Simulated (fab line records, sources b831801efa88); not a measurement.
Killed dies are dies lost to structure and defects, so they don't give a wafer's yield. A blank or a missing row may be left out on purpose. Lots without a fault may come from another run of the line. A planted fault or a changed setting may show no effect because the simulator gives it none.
fab line records | flow sky130
record lots=11 wafers=33 last_day=50
route steps=708 shown LI_CONTACT@384 LOCAL_INTERCONNECT@401 CONTACT@411 PAD_OPEN@708
lots that met no fault: from a run of the same line without faults
start_h: hours from the record's first day to the start of the lot's first wafer shown | wait_h: hours since the lot's step before | " the same as in the row above | L1.1+2: a row that stands for several wafers | - no value, or no start given | * or withheld: withheld | < > ~ a bound
route shown NAME@n: a module of which the file shows steps, and the number in the route of the first | usual: mean/standard deviation of fault-free wafers | same: alike in all rows | chamber/n: place in a boat | sites: the reading at each site | _std_site: their standard deviation | _edge_site: outer sites' mean less inner sites' | radius_mm: how far each site lies from the wafer's centre | mask NAME#n: copy n | behind: the tool/chamber that last shaped the wafer | hold: why the lot was held/for how many hours/how that ended | device: the transistor (n, p or np) that didn't switch | end of line: the same wafers' tests at the end of the route | a step without rows: its recipe alone | killed: dies lost to structure and defects at the first sort, not the wafer's yield | map: a wafer's dies, x killed, . not, _ none there
set.NAME: the setting as run; set.NAME@STEP: as run at that earlier step | model.NAME: the simulator's own value behind a step, which no gauge read
steps of the route over a sample of lots; a table a step, a row a wafer
services: from which hour (start_h, from the record's first day; less than 0 if before it) a tool's chamber was out of use, for how many hours, and why
## steps
# step SKY_LI_CONTACT_RS_MEAS_22
# recipe thk_meas_gauge=four-point-probe reads=W_of_LI_CONTACT_CVD_21+TiN_of_LI_CONTACT_SPUTTER_20+Ti_of_LI_CONTACT_SPUTTER_19
# usual LI_CONTACT_W_RS=0.2863/0.0026
# columns lot.wafer tool chamber start_h wait_h LI_CONTACT_W_RS[ohm/sq]
L781.2 film_metro-03 - 684.73 0.1 0.2874
L781.4 " - " " 0.2883
L781.6 " - " " 0.2904
L783.2 film_metro-01 - 689.39 0.1 0.2895
L783.3 " - " " 0.2891
L783.4 " - " " 0.2906
L784.2 film_metro-01 - 700.24 0.1 0.2848
L784.4 " - " " 0.2842
L784.6 " - " " 0.2873
L785.1 film_metro-01 - 706.89 0.1 0.2834
L785.5 " - " " 0.2868
L785.6 " - " " 0.2837
L791.2 film_metro-04 - 755.82 0.1 0.2887
L791.4 " - " " 0.2866
L791.6 " - " " 0.2881
L792.2 film_metro-01 - 766.09 0.1 0.2850
L792.5 " - " " 0.2843
L792.6 " - " " 0.2862
L795.1 film_metro-04 - 806.95 0.1 0.2821
L795.3 " - " " 0.2831
L795.4 " - " " 0.2850
L797.1 film_metro-04 - 808.25 0.1 0.2865
L797.4 " - " " 0.2897
L797.6 " - " " 0.2849
L798.2 film_metro-03 - 809.82 0.1 0.2869
L798.3 " - " " 0.2871
L798.6 " - " " 0.2832
L799.1 film_metro-01 - 811.55 0.1 0.2801
L799.3 " - " " 0.2820
L799.4 " - " " 0.2806
L803.2 film_metro-03 - 849.72 0.1 0.2826
L803.4 " - " " 0.2844
L803.5 " - " " 0.2849
# step SKY_LI_CONTACT_CMP_24
# recipe stop_on=PSG t_overpolish_s=20 down_force_psi=3.5 platen_rpm=60 target_thk_nm=0 pad_velocity_m_s=0.94248
# usual motor_current_A=10.9/0.86 overpolish_run_s=20.000/0.0084 time_to_endpoint_s=96/3.2
# columns lot.wafer tool chamber start_h wait_h motor_current_A overpolish_run_s time_to_endpoint_s
L781.2 cmp-01 1 684.94 0.1 9.9 20.010 95
L781.4 " 2 " " 11.2 19.994 95
L781.6 " 0 " " 10.9 20.011 93
L783.3 cmp-01 1 689.60 0.1 9.4 20.002 100
L783.2 " 2 " " 11.0 19.991 100
L783.4 " 3 " " 12.6 20.003 99
L784.2 cmp-02 2 700.40 0.0 11.3 20.006 101
L784.4 " 3 " " 10.4 19.992 105
L784.6 " 2 " " 10.8 19.988 103
L785.1 cmp-02 3 707.07 0.1 10.6 19.997 102
L785.5 " 3 " " 11.0 20.008 101
L785.6 " 0 " " 10.7 20.006 103
L791.4 cmp-01 2 756.03 0.1 11.2 20.005 99
L791.2 " 3 " " 13.0 19.997 102
L791.6 " 2 " " 10.7 20.003 97
L792.2 cmp-01 3 766.40 0.2 12.4 19.997 95
L792.6 " 0 " " 11.0 20.011 95
L792.5 " 1 " " 9.9 19.997 94
L795.3 cmp-02 1 807.13 0.0 11.6 19.994 96
L795.4 " 3 " " 10.6 20.010 100
L795.1 " 0 " " 10.0 19.986 95
L797.4 cmp-01 1 808.43 0.0 9.5 19.987 86
L797.1 " 3 " " 12.8 19.993 91
L797.6 " 2 " " 11.1 20.018 95
L798.2 cmp-02 2 810.03 0.1 11.4 20.005 98
L798.3 " 3 " " 10.3 19.990 95
L798.6 " 1 " " 11.5 19.985 103
L799.4 cmp-02 0 811.73 0.0 10.6 19.998 94
L799.3 " 1 " " 11.4 20.013 98
L799.1 " 2 " " 11.4 19.999 97
L803.4 cmp-02 0 849.88 0.0 10.0 20.006 92
L803.2 " 3 " " 10.5 20.000 95
L803.5 " 0 " " 10.8 20.000 94
# step SKY_LOCAL_INTERCONNECT_METAL_ETCH_14
# recipe target_depth_nm=110 stop_on=PSG chemistry=Cl2/BCl3 target=TiN resist_sidewall_deg=88 pressure_mtorr=10 icp_w=900 bias_w=48.5 Cl2_flow_sccm=60 bcl3_flow_sccm=30 time_s=31.4
# usual bcl3_flow_sccm=30.01/0.086 bias_w=48.52/0.14 drypump_motor_current_A=6.1/0.36 he_backside_leak_sccm=3.3/0.33 oes_product_au=0.938/0.0071 throttle_valve_pct=21.902/0.01
# columns lot.wafer tool chamber start_h wait_h bcl3_flow_sccm bias_w drypump_motor_current_A he_backside_leak_sccm oes_product_au rf_hours_counter_h throttle_valve_pct
L781.2 rie_metal-04 0 713.93 0.0 30.08 48.65 5.8 3.1 0.940 12 21.907
L781.4 " 1 " " 30.07 48.54 6.6 3.4 0.927 - 21.914
L781.6 " 0 " " 29.99 48.57 5.9 3.1 0.944 - 21.913
L783.2 rie_metal-02 0 718.13 0.0 30.02 48.58 6.2 3.3 0.950 3 21.903
L783.3 " 1 " " 29.93 48.23 5.5 3.7 0.949 - 21.886
L783.4 " 0 " " 29.92 48.52 6.2 3.3 0.938 - 21.905
L784.2 rie_metal-02 1 729.32 0.0 29.93 48.69 5.5 3.9 0.938 7 21.903
L784.4 " 1 " " 29.92 48.70 5.5 3.6 0.933 - 21.916
L784.6 " 0 " " 30.16 48.57 6.2 3.2 0.944 - 21.892
L785.1 rie_metal-01 1 735.50 0.0 29.94 48.31 6.2 3.2 0.944 12 21.882
L785.5 " 1 " " 29.96 48.19 6.2 3.2 0.943 - 21.906
L785.6 " 0 " " 29.89 48.44 6.4 3.5 0.949 - 21.903
L791.2 rie_metal-01 1 783.80 0.0 - - - - - - -
L791.4 " 1 " " - - - - - - -
L791.6 " 0 " " - - - - - - -
L792.2 rie_metal-01 1 794.87 0.0 - - - - - - -
L792.5 " 0 " " - - - - - - -
L792.6 " 1 " " - - - - - - -
L795.1 rie_metal-01 1 833.83 0.0 29.97 48.33 6.2 3.2 0.931 16 21.909
L795.3 " 1 " " 29.87 48.43 6.2 3.0 0.942 - 21.896
L795.4 " 0 " " 30.04 48.26 6.4 3.4 0.954 - 21.895
L797.1 rie_metal-02 0 835.30 0.0 29.91 48.55 6.2 3.4 0.942 7 21.905
L797.4 " 1 " " 30.07 48.45 5.6 3.2 0.958 - 21.897
L797.6 " 0 " " 29.85 48.47 6.2 3.2 0.931 - 21.905
L798.2 rie_metal-01 0 836.88 0.0 29.92 48.83 6.4 3.4 0.930 0 21.893
L798.3 " 0 " " 29.82 48.71 6.4 3.3 0.949 - 21.865
L798.6 " 0 " " 29.98 48.44 6.4 3.5 0.954 - 21.904
L799.1 rie_metal-04 1 837.68 0.0 30.00 48.21 6.6 3.4 0.944 13 21.885
L799.3 " 0 " " 29.98 48.42 5.8 3.1 0.946 - 21.915
L799.4 " 1 " " 30.07 48.57 6.6 3.1 0.951 - 21.904
L803.2 rie_metal-01 0 877.03 0.0 29.96 48.48 6.4 3.6 0.938 3 21.894
L803.4 " 0 " " 29.95 48.42 6.4 3.5 0.937 - 21.894
L803.5 " 1 " " 30.08 48.44 6.2 3.0 0.950 - 21.894
# step SKY_LOCAL_INTERCONNECT_STRIP_15
# recipe chemistry=O2/N2 power_w=1400 pressure_mtorr=1500 platen_temp_c=withheld o2_flow_sccm=3000 n2_flow_sccm=300 overash_fraction=0.5
# usual drypump_motor_current_A=5.8/0.45 n2_flow_sccm=299.8/0.84 oes_product_au=0.426/0.0042 strip_time_to_endpoint_s=4.719/0.018
# columns lot.wafer tool chamber start_h wait_h drypump_motor_current_A n2_flow_sccm oes_product_au rf_hours_counter_h strip_time_to_endpoint_s
L781.2 plasma_asher-01 0 713.99 0.0 6.2 299.2 0.424 89 4.726
L781.4 " 0 " " 6.1 298.6 0.427 - 4.739
L781.6 " 0 " " 6.1 298.7 0.421 - 4.724
L783.2 plasma_asher-02 0 718.19 0.0 5.1 299.1 0.432 99 4.738
L783.3 " 0 " " 5.1 299.3 0.426 - 4.721
L783.4 " 1 " " 6.5 300.5 0.426 - 4.726
L784.2 plasma_asher-04 0 729.37 0.0 5.9 300.9 0.430 28 4.724
L784.4 " 0 " " 5.9 299.8 0.424 - 4.710
L784.6 " 0 " " 5.9 300.9 0.426 - 4.699
L785.1 plasma_asher-01 0 735.55 0.0 6.2 298.4 0.420 92 4.716
L785.5 " 1 " " 5.2 299.2 0.427 - 4.725
L785.6 " 0 " " 6.2 300.1 0.426 - 4.749
L791.2 plasma_asher-01 1 783.85 0.0 5.2 299.4 0.448 96 5.206
L791.4 " 1 " " 5.2 299.7 0.447 - 5.165
L791.6 " 0 " " 6.1 298.7 0.445 - 5.202
L792.2 plasma_asher-01 1 794.92 0.0 5.2 298.4 0.450 97 5.209
L792.5 " 0 " " 6.1 300.9 0.439 - 5.197
L792.6 " 1 " " 5.2 299.8 0.446 - 5.222
L795.1 plasma_asher-02 1 833.88 0.0 6.5 299.3 0.425 9 4.700
L795.3 " 0 " " 5.1 300.8 0.420 - 4.710
L795.4 " 1 " " 6.4 299.3 0.429 - 4.736
L797.1 plasma_asher-04 0 835.35 0.0 5.9 299.7 0.428 38 4.740
L797.4 " 0 " " 5.9 299.8 0.429 - 4.731
L797.6 " 1 " " 5.7 301.0 0.425 - 4.715
L798.2 plasma_asher-01 0 836.93 0.0 6.2 299.8 0.433 102 4.754
L798.3 " 0 " " 6.1 299.1 0.424 - 4.728
L798.6 " 0 " " 6.1 299.8 0.437 - 4.747
L799.1 plasma_asher-04 0 837.74 0.0 5.9 300.9 0.434 38 4.704
L799.3 " 1 " " 5.7 300.3 0.418 - 4.713
L799.4 " 0 " " 6.0 301.8 0.434 - 4.684
L803.2 plasma_asher-04 1 877.08 0.0 5.7 299.7 0.426 42 4.736
L803.4 " 1 " " 5.7 299.6 0.431 - 4.771
L803.5 " 1 " " 5.8 299.0 0.416 - 4.735
# step SKY_CONTACT_BOW_MEAS_05
# recipe mode=bow
# usual CONTACT_BOW=81/7.1
# columns lot.wafer tool chamber start_h wait_h CONTACT_BOW[um]
L781.2 film_metro-01 - 715.21 0.3 79
L781.4 " - " " 77
L781.6 " - " " 81
L783.2 film_metro-01 - 719.32 0.3 62
L783.3 " - " " 84
L783.4 " - " " 80
L784.2 film_metro-04 - 730.92 0.3 73
L784.4 " - " " 87
L784.6 " - " " 85
L785.1 film_metro-02 - 736.83 0.3 76
L785.5 " - " " 78
L785.6 " - " " 87
L795.1 film_metro-02 - 835.14 0.1 79
L795.3 " - " " 81
L795.4 " - " " 80
L797.1 film_metro-04 - 836.82 0.1 87
L797.4 " - " " 83
L797.6 " - " " 91
L798.2 film_metro-02 - 838.19 0.2 79
L798.3 " - " " 95
L798.6 " - " " 90
L799.1 film_metro-02 - 839.00 0.1 78
L799.3 " - " " 73
L799.4 " - " " 87
L803.2 film_metro-02 - 878.22 0.2 76
L803.4 " - " " 78
L803.5 " - " " 75
# step SKY_PAD_OPEN_PROBE_99
# usual killed_at_M0_to_M3=42/6.8 killed_at_M4_up=3.2/1.8 killed_at_contacts=25/5.4 killed_at_front_end=15/4.5 killed_at_other=0.3/0.56 killed_dies=85/9.7 killed_on_rim=17/3.3 killed_open=46/7.1 killed_short=39/6.5
# same gross_dies=492 killed_at_back_side=0
# columns lot.wafer tool chamber start_h wait_h killed_at_M0_to_M3 killed_at_M4_up killed_at_contacts killed_at_front_end killed_at_other killed_dies killed_on_rim killed_open killed_short
L781.2 prober-01 - 1081.69 0.1 39 3 24 10 0 76 8 41 35
L781.4 prober-01 - 1081.79 0.2 35 2 33 14 0 84 13 55 29
L781.6 prober-01 - 1081.89 0.2 39 7 24 11 0 81 15 42 39
L783.2 prober-01 - 1086.53 0.1 46 3 22 14 1 86 18 43 43
L783.3 prober-01 - 1086.58 0.2 42 4 27 12 0 85 14 33 52
L783.4 prober-01 - 1086.63 0.2 37 5 22 23 0 87 12 47 40
L784.2 prober-02 - 1094.68 0.1 31 4 24 15 0 74 10 38 36
L784.4 prober-02 - 1094.78 0.2 41 5 26 16 0 88 20 55 33
L784.6 prober-02 - 1094.88 0.2 39 4 21 10 0 74 13 34 40
L785.1 prober-01 - 1098.78 0.1 34 8 22 21 0 85 16 41 44
L785.5 prober-01 - 1098.98 0.2 28 2 20 15 0 65 15 31 33
L785.6 prober-01 - 1099.03 0.2 54 2 18 13 0 87 21 42 45
L791.2 prober-01 - 1135.58 0.1 51 6 420 15 0 492 96 58 34
L791.4 prober-01 - 1135.68 0.2 40 3 439 9 1 492 96 44 36
L791.6 prober-01 - 1135.78 0.2 39 5 424 23 1 492 96 40 52
L792.2 prober-02 - 1141.94 0.1 36 4 439 12 1 492 96 49 29
L792.5 prober-02 - 1142.09 0.2 48 7 418 19 0 492 96 47 48
L792.6 prober-02 - 1142.14 0.2 38 1 440 13 0 492 96 45 31
L795.1 prober-01 - 1169.83 0.1 53 5 25 16 0 99 27 48 51
L795.3 prober-01 - 1169.93 0.2 51 4 29 17 0 101 19 50 51
L795.4 prober-01 - 1169.98 0.2 44 1 28 10 1 84 13 50 34
L797.1 prober-01 - 1171.53 0.1 34 2 31 20 0 87 15 53 33
L797.4 prober-01 - 1171.68 0.2 31 3 25 13 0 72 15 35 34
L797.6 prober-01 - 1171.78 0.2 41 2 37 13 0 93 20 53 39
L798.2 prober-01 - 1172.98 0.1 40 2 32 16 0 90 17 54 36
L798.3 prober-01 - 1173.03 0.2 46 4 43 15 1 109 18 58 51
L798.6 prober-01 - 1173.18 0.2 46 1 20 18 0 85 15 48 37
L799.1 prober-01 - 1174.28 0.1 49 1 20 13 0 83 18 40 43
L799.3 prober-01 - 1174.38 0.2 41 4 19 24 0 88 16 43 45
L799.4 prober-01 - 1174.43 0.2 43 2 38 26 0 109 20 55 54
L803.2 prober-02 - 1198.09 0.1 34 3 30 26 0 93 14 50 43
L803.4 prober-02 - 1198.19 0.2 44 0 28 13 0 85 14 51 34
L803.5 prober-02 - 1198.24 0.2 42 1 27 18 0 88 20 46 42
# killed by level:class
L781.2 CONTACT:geometric_particle:open=10 VIA1:geometric_particle:short=9 VIA1:geometric_particle:open=8 LI_CONTACT:geometric_particle:open=7 VIA3:geometric_particle:open=6 POLY_GATE:geometric_particle:short=4 METAL1:geometric_particle:short=4 LI_CONTACT:geometric_particle:short=3
L781.4 CONTACT:geometric_particle:open=14 VIA1:geometric_particle:open=10 LI_CONTACT:geometric_particle:open=8 VIA2:geometric_particle:open=7 CONTACT:geometric_particle:short=5 FIELD_ISO:geometric_particle:open=4 VIA3:geometric_particle:open=4 POLY_GATE:geometric_particle:short=3
L781.6 VIA1:geometric_particle:open=13 CONTACT:geometric_particle:short=9 VIA2:geometric_particle:open=6 METAL4:geometric_particle:short=6 CONTACT:geometric_particle:open=5 METAL2:geometric_particle:short=4 VIA3:geometric_particle:open=4 VIA1:geometric_particle:short=3
L783.2 CONTACT:geometric_particle:open=10 METAL1:geometric_particle:short=8 VIA1:geometric_particle:open=8 METAL2:geometric_particle:short=8 VIA3:geometric_particle:open=7 LOCAL_INTERCONNECT:geometric_particle:short=4 VIA2:geometric_particle:short=4 FIELD_ISO:geometric_particle:open=3
L783.3 LI_CONTACT:geometric_particle:open=8 METAL2:geometric_particle:short=8 METAL3:geometric_particle:short=7 LI_CONTACT:geometric_particle:short=5 CONTACT:geometric_particle:open=5 CONTACT:geometric_particle:short=5 VIA2:geometric_particle:open=5 LOCAL_INTERCONNECT:geometric_particle:short=4
L783.4 POLY_GATE:geometric_particle:short=7 CONTACT:geometric_particle:open=7 CONTACT:geometric_particle:short=7 LI_CONTACT:geometric_particle:open=6 VIA1:geometric_particle:open=6 METAL2:geometric_particle:open=6 VIA3:geometric_particle:open=6 FIELD_ISO:geometric_particle:open=5
L784.2 CONTACT:geometric_particle:open=9 METAL2:geometric_particle:short=7 LI_CONTACT:geometric_particle:open=6 FIELD_ISO:geometric_particle:short=5 VIA3:geometric_particle:open=5 LOCAL_INTERCONNECT:geometric_particle:short=4 CONTACT:geometric_particle:short=4 POLY_GATE:geometric_particle:open=3
L784.4 CONTACT:geometric_particle:open=11 VIA1:geometric_particle:open=9 VIA2:geometric_particle:open=9 METAL2:geometric_particle:short=7 VIA3:geometric_particle:open=7 LI_CONTACT:geometric_particle:open=6 POLY_GATE:geometric_particle:short=5 FIELD_ISO:geometric_particle:open=4
L784.6 METAL1:geometric_particle:short=7 VIA1:geometric_particle:open=7 CONTACT:geometric_particle:open=6 METAL2:geometric_particle:short=5 VIA3:geometric_particle:open=5 LI_CONTACT:geometric_particle:open=4 POLY_GATE:geometric_particle:short=4 CONTACT:geometric_particle:short=4
L785.1 FIELD_ISO:geometric_particle:open=11 LI_CONTACT:geometric_particle:open=6 VIA1:geometric_particle:open=6 CONTACT:geometric_particle:open=5 METAL1:geometric_particle:short=5 METAL4:geometric_particle:short=5 VIA2:geometric_particle:open=5 FIELD_ISO:geometric_particle:short=4
L785.5 VIA1:geometric_particle:open=10 CONTACT:geometric_particle:open=7 METAL2:geometric_particle:short=6 LOCAL_INTERCONNECT:geometric_particle:short=5 FIELD_ISO:geometric_particle:open=4 POLY_GATE:geometric_particle:open=3 LI_CONTACT:geometric_particle:short=3 CONTACT:geometric_particle:short=3
L785.6 METAL2:geometric_particle:short=10 VIA2:geometric_particle:open=9 VIA3:geometric_particle:open=9 VIA1:geometric_particle:open=8 FIELD_ISO:geometric_particle:short=5 LI_CONTACT:geometric_particle:open=5 CONTACT:geometric_particle:short=5 METAL3:geometric_particle:short=4
L791.2 LOCAL_INTERCONNECT:area_etch=400 VIA1:geometric_particle:open=13 VIA3:geometric_particle:open=11 LI_CONTACT:geometric_particle:open=8 CONTACT:geometric_particle:open=7 METAL2:geometric_particle:short=6 VIA2:geometric_particle:open=5 FIELD_ISO:geometric_particle:open=4
L791.4 LOCAL_INTERCONNECT:area_etch=412 VIA1:geometric_particle:open=10 LI_CONTACT:geometric_particle:open=8 CONTACT:geometric_particle:open=8 VIA3:geometric_particle:open=7 METAL2:geometric_particle:short=7 VIA2:geometric_particle:open=6 LOCAL_INTERCONNECT:geometric_particle:short=4
L791.6 LOCAL_INTERCONNECT:area_etch=400 POLY_GATE:geometric_particle:short=7 LI_CONTACT:geometric_particle:open=7 VIA3:geometric_particle:open=7 METAL2:geometric_particle:short=6 FIELD_ISO:geometric_particle:short=5 CONTACT:geometric_particle:open=5 VIA1:geometric_particle:short=5
L792.2 LOCAL_INTERCONNECT:area_etch=414 VIA1:geometric_particle:open=13 CONTACT:geometric_particle:open=11 VIA2:geometric_particle:open=8 CONTACT:geometric_particle:short=6 LI_CONTACT:geometric_particle:open=5 VIA2:geometric_particle:short=4 POLY_GATE:geometric_particle:short=3
L792.5 LOCAL_INTERCONNECT:area_etch=397 VIA1:geometric_particle:open=15 CONTACT:geometric_particle:open=7 POLY_GATE:geometric_particle:open=6 METAL2:geometric_particle:short=6 FIELD_ISO:geometric_particle:short=5 VIA1:geometric_particle:short=5 VIA3:geometric_particle:short=5
L792.6 LOCAL_INTERCONNECT:area_etch=416 CONTACT:geometric_particle:open=11 VIA3:geometric_particle:open=10 CONTACT:geometric_particle:short=8 VIA2:geometric_particle:open=8 VIA1:geometric_particle:open=6 POLY_GATE:geometric_particle:open=4 LI_CONTACT:geometric_particle:open=4
L795.1 VIA1:geometric_particle:open=11 METAL1:geometric_particle:short=10 VIA2:geometric_particle:open=9 VIA1:geometric_particle:short=7 LI_CONTACT:geometric_particle:short=6 CONTACT:geometric_particle:short=6 CONTACT:geometric_particle:open=6 POLY_GATE:geometric_particle:short=5
L795.3 VIA1:geometric_particle:open=12 LI_CONTACT:geometric_particle:open=10 VIA2:geometric_particle:open=7 METAL1:geometric_particle:short=6 VIA1:geometric_particle:short=6 METAL2:geometric_particle:short=6 FIELD_ISO:geometric_particle:short=5 POLY_GATE:geometric_particle:short=5
L795.4 VIA1:geometric_particle:open=12 CONTACT:geometric_particle:open=10 METAL2:geometric_particle:short=8 LI_CONTACT:geometric_particle:open=7 VIA2:geometric_particle:open=7 VIA3:geometric_particle:open=7 LI_CONTACT:geometric_particle:short=5 POLY_GATE:geometric_particle:open=4
L797.1 CONTACT:geometric_particle:open=15 VIA3:geometric_particle:open=8 VIA1:geometric_particle:open=8 POLY_GATE:geometric_particle:short=7 LI_CONTACT:geometric_particle:open=6 METAL1:geometric_particle:short=6 CONTACT:geometric_particle:short=5 VIA2:geometric_particle:open=5
L797.4 CONTACT:geometric_particle:open=9 VIA1:geometric_particle:open=8 METAL2:geometric_particle:short=7 LI_CONTACT:geometric_particle:open=6 POLY_GATE:geometric_particle:short=5 LOCAL_INTERCONNECT:geometric_particle:short=4 METAL3:geometric_particle:short=4 CONTACT:geometric_particle:short=3
L797.6 VIA1:geometric_particle:open=13 CONTACT:geometric_particle:open=13 CONTACT:geometric_particle:short=13 LI_CONTACT:geometric_particle:open=7 METAL2:geometric_particle:short=7 VIA3:geometric_particle:open=7 FIELD_ISO:geometric_particle:open=4 POLY_GATE:geometric_particle:open=3
L798.2 CONTACT:geometric_particle:open=13 FIELD_ISO:geometric_particle:open=7 LI_CONTACT:geometric_particle:open=7 VIA1:geometric_particle:short=7 VIA1:geometric_particle:open=7 LOCAL_INTERCONNECT:geometric_particle:short=6 VIA3:geometric_particle:open=6 VIA2:geometric_particle:open=5
L798.3 CONTACT:geometric_particle:short=14 CONTACT:geometric_particle:open=12 LI_CONTACT:geometric_particle:open=8 VIA3:geometric_particle:open=8 VIA1:geometric_particle:open=7 METAL1:geometric_particle:short=5 METAL1:geometric_particle:open=5 VIA2:geometric_particle:short=5
L798.6 VIA1:geometric_particle:open=15 CONTACT:geometric_particle:open=9 VIA3:geometric_particle:open=7 METAL2:geometric_particle:short=6 FIELD_ISO:geometric_particle:short=5 POLY_GATE:geometric_particle:short=5 LI_CONTACT:geometric_particle:open=5 FIELD_ISO:geometric_particle:open=3
L799.1 CONTACT:geometric_particle:open=10 VIA3:geometric_particle:open=9 METAL1:geometric_particle:short=8 VIA1:geometric_particle:open=8 METAL2:geometric_particle:short=6 FIELD_ISO:geometric_particle:short=5 LOCAL_INTERCONNECT:geometric_particle:short=5 METAL3:geometric_particle:short=5
L799.3 FIELD_ISO:geometric_particle:short=9 CONTACT:geometric_particle:open=8 VIA1:geometric_particle:open=8 LI_CONTACT:geometric_particle:open=6 METAL1:geometric_particle:short=6 VIA2:geometric_particle:open=6 POLY_GATE:geometric_particle:short=5 VIA1:geometric_particle:short=5
L799.4 CONTACT:geometric_particle:open=13 LOCAL_INTERCONNECT:geometric_particle:short=9 VIA1:geometric_particle:open=9 FIELD_ISO:geometric_particle:short=8 FIELD_ISO:geometric_particle:open=8 LI_CONTACT:geometric_particle:open=8 CONTACT:geometric_particle:short=7 VIA2:geometric_particle:open=7
L803.2 FIELD_ISO:geometric_particle:short=10 VIA1:geometric_particle:open=9 CONTACT:geometric_particle:open=9 LI_CONTACT:geometric_particle:open=7 FIELD_ISO:geometric_particle:open=6 METAL2:geometric_particle:short=6 CONTACT:geometric_particle:short=5 VIA3:geometric_particle:open=5
L803.4 VIA1:geometric_particle:open=13 LI_CONTACT:geometric_particle:open=12 VIA2:geometric_particle:open=7 LOCAL_INTERCONNECT:geometric_particle:short=6 CONTACT:geometric_particle:open=6 FIELD_ISO:geometric_particle:short=5 VIA3:geometric_particle:open=5 FIELD_ISO:geometric_particle:open=4
L803.5 VIA1:geometric_particle:open=12 FIELD_ISO:geometric_particle:open=7 LI_CONTACT:geometric_particle:open=7 LI_CONTACT:geometric_particle:short=6 METAL2:geometric_particle:short=5 LOCAL_INTERCONNECT:geometric_particle:short=5 CONTACT:geometric_particle:open=5 METAL1:geometric_particle:short=5
## services
# columns tool chamber start_h hours kind
cmp-02 - 675.05 1.5 repair
cmp-01 - 677.46 4.9 pm
cmp-02 - 684.87 4.3 repair
rie_metal-04 0 689.68 6.8 repair
cmp-02 - 692.17 0.6 repair
plasma_asher-01 - 696.23 2.8 pm
cmp-02 - 708.03 1.9 repair
plasma_asher-02 - 733.79 9.0 pm
plasma_asher-02 0 733.79 9.0 vent_cycle
plasma_asher-02 1 733.79 9.0 vent_cycle
plasma_asher-02 0 742.79 - clean
cmp-02 - 744.00 4.0 pm
cmp-02 - 748.00 - consumable_replace:conditioner
cmp-02 - 748.00 - consumable_replace:pad
plasma_asher-04 - 767.72 4.0 repair
cmp-02 - 781.76 1.7 repair
rie_metal-01 0 809.89 - clean
rie_metal-01 0 809.89 19.0 scheduled_down
rie_metal-01 0 809.89 19.0 vent_cycle
cmp-02 - 839.38 2.3 repair
rie_metal-01 1 840.22 - clean
rie_metal-01 1 840.22 21.4 scheduled_down
rie_metal-01 1 840.22 21.4 vent_cycle
cmp-02 - 856.23 11.6 pm
## key
first_sign step=SKY_LOCAL_INTERCONNECT_METAL_ETCH_14 reading=tool_record direction=missing
effect step=SKY_LOCAL_INTERCONNECT_STRIP_15 reading=strip_time_to_endpoint_s direction=up sigmas=27 usual=* struck=*
effect step=SKY_PAD_OPEN_PROBE_99 reading=killed_at_contacts direction=up sigmas=74 usual=25 struck=430
more_kills_born_at SKY_LOCAL_INTERCONNECT_METAL_ETCH_14@rie_metal-01=2439
met_at SKY_LOCAL_INTERCONNECT_METAL_ETCH_14
struck_lots L791,L792
later_rows_left_out L791.2,L791.4,L791.6,L792.2,L792.5,L792.6
tester_left_out L791,L792
not_acting_at SKY_LI_CONTACT_RS_MEAS_22,SKY_LI_CONTACT_CMP_24,SKY_CONTACT_BOW_MEAS_05
onset_between 735.50 783.80
fault kind=skipped_step_whole tool=rie_metal-01 chamber=- onset_h=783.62 steps=SKY_LOCAL_INTERCONNECT_METAL_ETCH_14 scope=struck_lots_only
# tester_left_out: of these lots the tester's yield and bins aren't shown, on N5 and GAA mostly nor the transistor test; their killed dies are dies lost to structure and defects alone, not to doping, threshold or leakage, so they don't give the yield
# later_rows_left_out: the simulator's readings of these wafers behind a module that went badly wrong aren't trusted and aren't shown, but for the sort
